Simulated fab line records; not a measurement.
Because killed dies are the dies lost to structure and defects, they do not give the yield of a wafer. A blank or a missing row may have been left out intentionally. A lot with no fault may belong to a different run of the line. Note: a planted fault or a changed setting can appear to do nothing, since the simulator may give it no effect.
fab line records    flow gf180mcu
record lots=14  wafers=42  lastDay=34
route steps=602 shown HV_LDD@184 PSD@254
lots with no fault: from the same line, run without faults
startH: hours from the record's opening day to when the first of the lot's shown wafers began    waitH: hours from the lot's prior step to this one    " repeats the value in the row above    L1.1+2: one row covering several wafers at once    - value missing, or start not given    * or withheld: withheld    < > ~ a bound
route shown NAME@n: names a module that has steps shown in the file, with the first one's number in the route    usual: average and standard deviation across the fault-free wafers    same: alike in all rows    chamber/n: place in a boat    sites: per-site readings    _std_site: how widely they spread, as a standard deviation    _edge_site: outer sites' mean less inner sites'    radiusMm: for every site, how far away it sits from the centre of the wafer    mask NAME#n: copy n    behind: the most recent tool/chamber to have shaped the wafer    hold: why the lot went on hold/how many hours it stayed there/how the hold came to an end    device: names the non-switching transistor (n, p or np)    end of line: the route-end tests of the same wafers    where a step has no rows: the recipe by itself    killed: the dies lost at the first sort to structure and to defects; this is not the yield of the wafer    map: per-die view of a wafer (x killed, . not killed, _ where there is no die)
set.NAME: the setting that was run; set.NAME@STEP: the one run at that earlier step    model.NAME: the simulator's own value behind a step, which no gauge read
steps of the route over a sample of lots; a table a step, a row a wafer
services: the hour from which a tool's chamber was out of use, counted from the record's first day as startH (under 0 if before that day), plus the number of hours and why
## steps
# step GF_HV_LDD_OVL_MEAS_08
# usual HV_LDD_OVL=-0.5/1.3
lot.wafer  tool        chamber  startH  waitH  HV_LDD_OVL[nm]
L871.1     overlay-01  -        198.76  0.1    -0.9
L871.2     "           -        "       "      1.7
L871.3     "           -        "       "      -0.4
L872.1     overlay-02  -        205.26  0.1    -2.0
L872.2     "           -        "       "      -0.7
L872.3     "           -        "       "      -1.6
L873.2     overlay-02  -        219.03  0.1    -1.5
L873.4     "           -        "       "      -1.7
L873.5     "           -        "       "      0.9
L874.2     overlay-02  -        220.36  0.1    -0.7
L874.5     "           -        "       "      -2.2
L874.6     "           -        "       "      -2.5
L875.2     overlay-02  -        228.33  0.1    -1.0
L875.3     "           -        "       "      2.8
L875.6     "           -        "       "      0.4
L878.1     overlay-01  -        292.26  0.1    -1.4
L878.3     "           -        "       "      0.2
L878.5     "           -        "       "      -0.1
L879.3     overlay-02  -        295.47  0.1    -0.1
L879.4     "           -        "       "      0.5
L879.5     "           -        "       "      1.7
L881.2     overlay-02  -        295.86  0.1    -0.5
L881.3     "           -        "       "      -0.2
L881.4     "           -        "       "      -0.9
L880.1     overlay-01  -        298.12  0.1    0.3
L880.2     "           -        "       "      -1.4
L880.5     "           -        "       "      -1.1
L882.1     overlay-01  -        299.71  0.1    -0.5
L882.2     "           -        "       "      -1.4
L882.6     "           -        "       "      -2.3
L883.2     overlay-02  -        299.84  0.1    -0.7
L883.4     "           -        "       "      -0.3
L883.6     "           -        "       "      -0.4
L885.1     overlay-02  -        330.67  0.1    -1.9
L885.4     "           -        "       "      -0.9
L885.6     "           -        "       "      -1.7
L894.2     overlay-01  -        397.41  0.1    -0.1
L894.4     "           -        "       "      -2.7
L894.6     "           -        "       "      -0.8
L893.2     overlay-02  -        397.71  0.1    -2.4
L893.5     "           -        "       "      -0.4
L893.6     "           -        "       "      -1.2
# step GF_HV_LDD_OVL_MEAS_20
# usual HV_LDD_01_OVL=-1.5/1.4
lot.wafer  tool        chamber  startH  waitH  HV_LDD_01_OVL[nm]
L871.1     overlay-02  -        217.06  0.1    -1.4
L871.2     "           -        "       "      -2.8
L871.3     "           -        "       "      -1.6
L872.1     overlay-02  -        223.41  0.1    -2.6
L872.2     "           -        "       "      -1.9
L872.3     "           -        "       "      -3.3
L873.2     overlay-01  -        238.42  0.1    1.0
L873.4     "           -        "       "      2.6
L873.5     "           -        "       "      -0.2
L874.2     overlay-02  -        239.37  0.1    -2.2
L874.5     "           -        "       "      -3.2
L874.6     "           -        "       "      -2.3
L875.2     overlay-02  -        246.92  0.1    -0.7
L875.3     "           -        "       "      -1.6
L875.6     "           -        "       "      -1.2
L878.1     overlay-01  -        312.11  0.1    -0.4
L878.3     "           -        "       "      -1.7
L878.5     "           -        "       "      0.3
L879.3     overlay-01  -        315.32  0.1    -2.1
L879.4     "           -        "       "      -1.2
L879.5     "           -        "       "      -0.5
L881.2     overlay-02  -        316.08  0.1    -1.6
L881.3     "           -        "       "      0.8
L881.4     "           -        "       "      -2.8
L880.1     overlay-01  -        318.13  0.1    -1.0
L880.2     "           -        "       "      -0.7
L880.5     "           -        "       "      -0.5
L882.1     overlay-01  -        319.91  0.1    -0.2
L882.2     "           -        "       "      -0.5
L882.6     "           -        "       "      -1.2
L883.2     overlay-02  -        320.21  0.1    -4.6
L883.4     "           -        "       "      -3.9
L883.6     "           -        "       "      -3.7
L885.1     overlay-02  -        352.82  0.1    -2.3
L885.4     "           -        "       "      -2.8
L885.6     "           -        "       "      -4.1
L894.2     overlay-01  -        421.36  0.1    0.9
L894.4     "           -        "       "      0.5
L894.6     "           -        "       "      -0.3
L893.2     overlay-02  -        422.16  0.1    0.3
L893.5     "           -        "       "      -0.6
L893.6     "           -        "       "      -2.8
# step GF_HV_LDD_OVL_MEAS_47
# usual HV_LDD_03_OVL=-0.4/1.4
lot.wafer  tool        chamber  startH  waitH  HV_LDD_03_OVL[nm]
L871.1     overlay-01  -        254.36  0.1    0.4
L871.2     "           -        "       "      -0.6
L871.3     "           -        "       "      -1.5
L872.1     overlay-01  -        261.36  0.1    0.1
L872.2     "           -        "       "      1.6
L872.3     "           -        "       "      0.3
L873.2     overlay-01  -        278.01  0.1    0.5
L873.4     "           -        "       "      0.3
L873.5     "           -        "       "      0.1
L874.2     overlay-02  -        279.83  0.1    -2.6
L874.5     "           -        "       "      -2.4
L874.6     "           -        "       "      -2.4
L875.2     overlay-01  -        286.11  0.1    -0.3
L875.3     "           -        "       "      0.4
L875.6     "           -        "       "      -0.6
L878.1     overlay-01  -        355.71  0.1    -1.3
L878.3     "           -        "       "      -3.0
L878.5     "           -        "       "      -0.5
L879.3     overlay-02  -        358.72  0.1    -2.3
L879.4     "           -        "       "      0.5
L879.5     "           -        "       "      -1.5
L881.2     overlay-02  -        359.36  0.1    0.6
L881.3     "           -        "       "      2.2
L881.4     "           -        "       "      0.8
L880.1     overlay-02  -        361.82  0.1    -0.8
L880.2     "           -        "       "      1.0
L880.5     "           -        "       "      -1.1
L882.1     overlay-02  -        362.72  0.1    -0.8
L882.2     "           -        "       "      -0.4
L882.6     "           -        "       "      -0.7
L883.2     overlay-01  -        362.76  0.1    -1.0
L883.4     "           -        "       "      0.7
L883.6     "           -        "       "      0.2
L885.1     overlay-02  -        398.36  0.1    -1.6
L885.4     "           -        "       "      -1.7
L885.6     "           -        "       "      -1.2
L894.2     overlay-02  -        470.92  0.1    -0.5
L894.4     "           -        "       "      0.8
L894.6     "           -        "       "      -0.4
L893.2     overlay-01  -        472.61  0.1    1.5
L893.5     "           -        "       "      0.4
L893.6     "           -        "       "      0.7
# step GF_PSD_DEVELOP_06
# recipe developTimeS=60  devTempC=23
lot.wafer   tool           chamber  startH  waitH
L871.1+2+3  lithoTrack-04  0        299.14  0.1
L872.1+2+3  lithoTrack-04  0        304.14  0.1
L873.2+4+5  lithoTrack-01  0        321.95  0.1
L874.2+5+6  lithoTrack-03  0        322.96  0.1
L875.2+3+6  lithoTrack-01  0        329.50  0.1
L878.1+3+5  lithoTrack-04  0        403.43  0.1
L881.2+3+4  lithoTrack-03  0        407.21  0.1
L879.3+4+5  lithoTrack-01  0        407.22  0.1
L880.1+2+5  lithoTrack-01  0        410.92  0.1
L882.1+2+6  lithoTrack-03  0        412.59  0.1
L883.2+4+6  lithoTrack-01  0        412.75  0.1
L885.1+4+6  lithoTrack-01  0        450.12  0.1
L894.2+4+6  lithoTrack-01  0        522.79  0.1
L893.2+5+6  lithoTrack-01  0        523.39  0.1
# step GF_PSD_CD_MEAS_07
# recipe targetCdNm=400
# usual cdNm=400.0/2.2
lot.wafer  tool      chamber  startH  waitH  cdNm
L871.1     cdSem-02  -        299.29  0.1    401.1
L871.2     "         -        "       "      399.9
L871.3     "         -        "       "      401.7
L872.1     cdSem-02  -        304.29  0.1    401.7
L872.2     "         -        "       "      404.3
L872.3     "         -        "       "      403.4
L873.2     cdSem-01  -        322.09  0.1    398.9
L873.4     "         -        "       "      398.8
L873.5     "         -        "       "      400.7
L874.2     cdSem-01  -        323.11  0.1    399.7
L874.5     "         -        "       "      402.6
L874.6     "         -        "       "      399.7
L875.2     cdSem-01  -        329.64  0.1    397.5
L875.3     "         -        "       "      401.9
L875.6     "         -        "       "      398.7
L878.1     cdSem-02  -        403.58  0.1    400.4
L878.3     "         -        "       "      400.0
L878.5     "         -        "       "      398.0
L881.2     cdSem-02  -        407.36  0.1    399.2
L881.3     "         -        "       "      400.7
L881.4     "         -        "       "      400.6
L879.3     cdSem-01  -        407.36  0.1    403.2
L879.4     "         -        "       "      401.5
L879.5     "         -        "       "      402.7
L880.1     cdSem-01  -        411.07  0.1    396.5
L880.2     "         -        "       "      400.2
L880.5     "         -        "       "      398.4
L882.1     cdSem-02  -        412.74  0.1    397.9
L882.2     "         -        "       "      396.5
L882.6     "         -        "       "      395.1
L883.2     cdSem-01  -        412.89  0.1    403.0
L883.4     "         -        "       "      401.7
L883.6     "         -        "       "      404.6
L885.1     cdSem-01  -        450.27  0.1    400.0
L885.4     "         -        "       "      398.6
L885.6     "         -        "       "      398.3
L894.2     cdSem-01  -        522.94  0.1    -
L894.4     "         -        "       "      402.8
L894.6     "         -        "       "      -
L893.2     cdSem-02  -        523.54  0.1    -
L893.5     "         -        "       "      400.7
L893.6     "         -        "       "      -
# step GF_PSD_OVL_MEAS_08
# usual PSD_OVL=0.1/1.3
lot.wafer  tool        chamber  startH  waitH  PSD_OVL[nm]
L871.1     overlay-01  -        299.41  0.1    -1.0
L871.2     "           -        "       "      -0.3
L871.3     "           -        "       "      -1.3
L872.1     overlay-02  -        304.41  0.1    0.5
L872.2     "           -        "       "      -0.4
L872.3     "           -        "       "      0.0
L873.2     overlay-02  -        322.20  0.1    -0.2
L873.4     "           -        "       "      1.2
L873.5     "           -        "       "      0.0
L874.2     overlay-01  -        323.21  0.1    0.6
L874.5     "           -        "       "      1.7
L874.6     "           -        "       "      0.0
L875.2     overlay-02  -        329.75  0.1    -0.6
L875.3     "           -        "       "      -0.2
L875.6     "           -        "       "      1.4
L878.1     overlay-01  -        403.70  0.1    -0.8
L878.3     "           -        "       "      -1.8
L878.5     "           -        "       "      0.0
L879.3     overlay-01  -        407.45  0.1    -0.3
L879.4     "           -        "       "      -0.6
L879.5     "           -        "       "      1.0
L881.2     overlay-02  -        407.46  0.1    0.7
L881.3     "           -        "       "      2.5
L881.4     "           -        "       "      0.7
L880.1     overlay-01  -        411.19  0.1    -0.6
L880.2     "           -        "       "      0.2
L880.5     "           -        "       "      0.8
L882.1     overlay-01  -        412.86  0.1    0.1
L882.2     "           -        "       "      2.3
L882.6     "           -        "       "      1.1
L883.2     overlay-02  -        413.00  0.1    -1.0
L883.4     "           -        "       "      1.0
L883.6     "           -        "       "      -0.6
L885.1     overlay-01  -        450.39  0.1    1.6
L885.4     "           -        "       "      -1.5
L885.6     "           -        "       "      0.3
L894.2     overlay-02  -        523.05  0.1    -
L894.4     "           -        "       "      -0.9
L894.6     "           -        "       "      -
L893.2     overlay-01  -        523.65  0.1    -
L893.5     "           -        "       "      0.1
L893.6     "           -        "       "      -
# step GF_PSD_TW_MEAS_11
# usual PSD_TW=3168/22
lot.wafer  tool          chamber  startH  waitH  hold                     PSD_TW
L871.1     filmMetro-02  -        299.69  0.1    -                        3163
L871.2     "             -        "       "      -                        3138
L871.3     "             -        "       "      -                        3137
L872.1     filmMetro-02  -        304.69  0.1    -                        3151
L872.2     "             -        "       "      -                        3138
L872.3     "             -        "       "      -                        3147
L873.2     filmMetro-02  -        322.49  0.1    -                        3140
L873.4     "             -        "       "      -                        3171
L873.5     "             -        "       "      -                        3129
L874.2     filmMetro-01  -        323.50  0.1    -                        3174
L874.5     "             -        "       "      -                        3166
L874.6     "             -        "       "      -                        3180
L875.2     filmMetro-04  -        330.04  0.1    -                        3207
L875.3     "             -        "       "      -                        3202
L875.6     "             -        "       "      -                        3207
L878.1     filmMetro-01  -        403.99  0.1    -                        3182
L878.3     "             -        "       "      -                        3176
L878.5     "             -        "       "      -                        3181
L879.3     filmMetro-01  -        407.75  0.1    -                        3156
L879.4     "             -        "       "      -                        3199
L879.5     "             -        "       "      -                        3178
L881.2     filmMetro-04  -        407.75  0.1    -                        3194
L881.3     "             -        "       "      -                        3230
L881.4     "             -        "       "      -                        3211
L880.1     filmMetro-02  -        411.48  0.1    -                        3172
L880.2     "             -        "       "      -                        3161
L880.5     "             -        "       "      -                        3150
L882.1     filmMetro-02  -        413.14  0.1    -                        3161
L882.2     "             -        "       "      -                        3138
L882.6     "             -        "       "      -                        3135
L883.2     filmMetro-01  -        413.29  0.1    -                        3179
L883.4     "             -        "       "      -                        3189
L883.6     "             -        "       "      -                        3172
L885.1     filmMetro-02  -        450.68  0.1    -                        3183
L885.4     "             -        "       "      -                        3170
L885.6     "             -        "       "      -                        3172
L894.2     filmMetro-01  -        523.34  0.1    awaitDispo/0.2h/release  30
L894.4     "             -        "       "      awaitDispo/0.2h/release  3149
L894.6     "             -        "       "      awaitDispo/0.2h/release  30
L894.2     filmMetro-01  -        523.60  0.3    -                        30
L894.4     "             -        "       "      -                        3171
L894.6     "             -        "       "      -                        30
L893.2     filmMetro-01  -        523.94  0.1    awaitDispo/0.2h/release  30
L893.5     "             -        "       "      awaitDispo/0.2h/release  3153
L893.6     "             -        "       "      awaitDispo/0.2h/release  30
L893.2     filmMetro-01  -        524.16  0.2    -                        30
L893.5     "             -        "       "      -                        3149
L893.6     "             -        "       "      -                        30
## services
tool           chamber  startH  hours  kind
lithoTrack-01  -        419.47  -      consumableReplace:filter
lithoTrack-03  -        428.17  -      consumableReplace:filter
lithoTrack-04  -        459.71  -      consumableReplace:filter
## key
firstSign step=GF_PSD_CD_MEAS_07  reading=cdNm  direction=missing
effect step=GF_PSD_OVL_MEAS_08  reading=PSD_OVL  direction=missing
effect step=GF_PSD_TW_MEAS_11  reading=visit  direction=added
effect step=GF_PSD_TW_MEAS_11  reading=PSD_TW  direction=down  sigmas=99+  usual=3168  struck=30
metAt GF_PSD_DEVELOP_06
struckLots L893,L894
struckWafers L893.2,L893.6,L894.2,L894.6
sortLeftOut L893.2,L893.6,L894.2,L894.6
testerLeftOut L893,L894
notActingAt GF_HV_LDD_OVL_MEAS_08,GF_HV_LDD_OVL_MEAS_20,GF_HV_LDD_OVL_MEAS_47
onsetBetween 450.12 522.79
fault kind=processParameterDrift  tool=lithoTrack-01  chamber=-  onsetH=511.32  steps=GF_PSD_DEVELOP_06  channel=developTimeS  offset=*  shape=step  endH=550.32  scope=struckWafersOnly  actsIn=*  stated=*
# testerLeftOut: of these lots the tester's yield and bins aren't shown, on N5 and GAA mostly nor the transistor test; their killed dies are dies lost to structure and defects alone, not to doping, threshold or leakage, so they don't give the yield
# sortLeftOut: the simulated sort isn't trusted on such a fault, so these wafers' sort isn't shown, and their yield isn't known
